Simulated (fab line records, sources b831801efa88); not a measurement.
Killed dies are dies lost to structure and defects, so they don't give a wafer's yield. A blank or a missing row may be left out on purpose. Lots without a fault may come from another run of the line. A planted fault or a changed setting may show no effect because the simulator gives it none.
Chamber matching | flow sky130 | SKY_VIA1_ETCH_14 on rie_diel-04: 4 sister chambers
The step etches BARC in N2/H2, stops on SiO2, time 45.9 s, target depth 60 nm. 18 wafers are shown with their chamber, then 9 later ones without.

WAFERS WITH THEIR CHAMBER
wafer  | chamber | throttle_valve_pct (%) | oes_product_au (a.u.)
L075.2 | 2       | 13.215                 | 0.868
L075.3 | 0       | 13.216                 | 0.850
L075.6 | 1       | 13.231                 | 0.853
L079.1 | 3       | 13.227                 | 0.854
L079.2 | 1       | 13.232                 | 0.863
L079.4 | 3       | 13.230                 | 0.857
L082.1 | 1       | 13.238                 | 0.856
L082.5 | 3       | 13.217                 | 0.859
L082.6 | 0       | 13.198                 | 0.856
L084.1 | 2       | 13.223                 | 0.849
L084.4 | 1       | 13.204                 | 0.851
L084.5 | 2       | 13.221                 | 0.860
L091.4 | 0       | 13.221                 | 0.858
L091.5 | 2       | 13.242                 | 0.854
L091.6 | 3       | 13.232                 | 0.859
L094.2 | 1       | 13.225                 | 0.858
L094.3 | 2       | 13.230                 | 0.860
L094.6 | 2       | 13.232                 | 0.854

SIGNATURES (means of the wafers above)
reading            | chamber 0 | chamber 1 | chamber 2 | chamber 3 | scatter within a chamber
throttle_valve_pct | 13.21167  | 13.22600  | 13.22717  | 13.22650  | 0.0106
oes_product_au     | 0.85467   | 0.85620   | 0.85750   | 0.85725   | 0.00505
Rule: a wafer's distance from a chamber is the root of the sum, over the readings, of the square of ((its reading less the chamber's mean) divided by the reading's scatter). The wafer belongs to the nearest chamber; if the next one is less than 2 further off, it can't be placed. The scatter: the root of (the sum of the squares of (reading less its chamber's mean) over the shown wafers, divided by (wafers less chambers)).

WAFERS WITHOUT THEIR CHAMBER
wafer  | throttle_valve_pct (%) | oes_product_au (a.u.)
L095.2 | 13.229                 | 0.853
L095.3 | 13.224                 | 0.857
L095.6 | 13.224                 | 0.860
L096.4 | 13.221                 | 0.852
L096.5 | 13.237                 | 0.848
L096.6 | 13.219                 | 0.860
L097.1 | 13.229                 | 0.858
L097.3 | 13.218                 | 0.852
L097.4 | 13.222                 | 0.855

WHICH CHAMBER EACH WENT THROUGH
wafer  | from the rows above               | in truth
L095.2 | can't be placed: 1 or 3 or 2 or 0 | 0
L095.3 | can't be placed: 3 or 1 or 2 or 0 | 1
L095.6 | can't be placed: 2 or 3 or 1 or 0 | 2
L096.4 | can't be placed: 1 or 0 or 3 or 2 | 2
L096.5 | can't be placed: 1 or 3 or 2 or 0 | 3
L096.6 | can't be placed: 3 or 2 or 1 or 0 | 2
L097.1 | can't be placed: 2 or 3 or 1 or 0 | 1
L097.3 | can't be placed: 0 or 1 or 3 or 2 | 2
L097.4 | can't be placed: 1 or 3 or 2 or 0 | 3
Placed correctly: 0 of 9. Can't be placed from these rows: 9 (the true chamber is among the candidates in 9). Placed wrongly: 0.
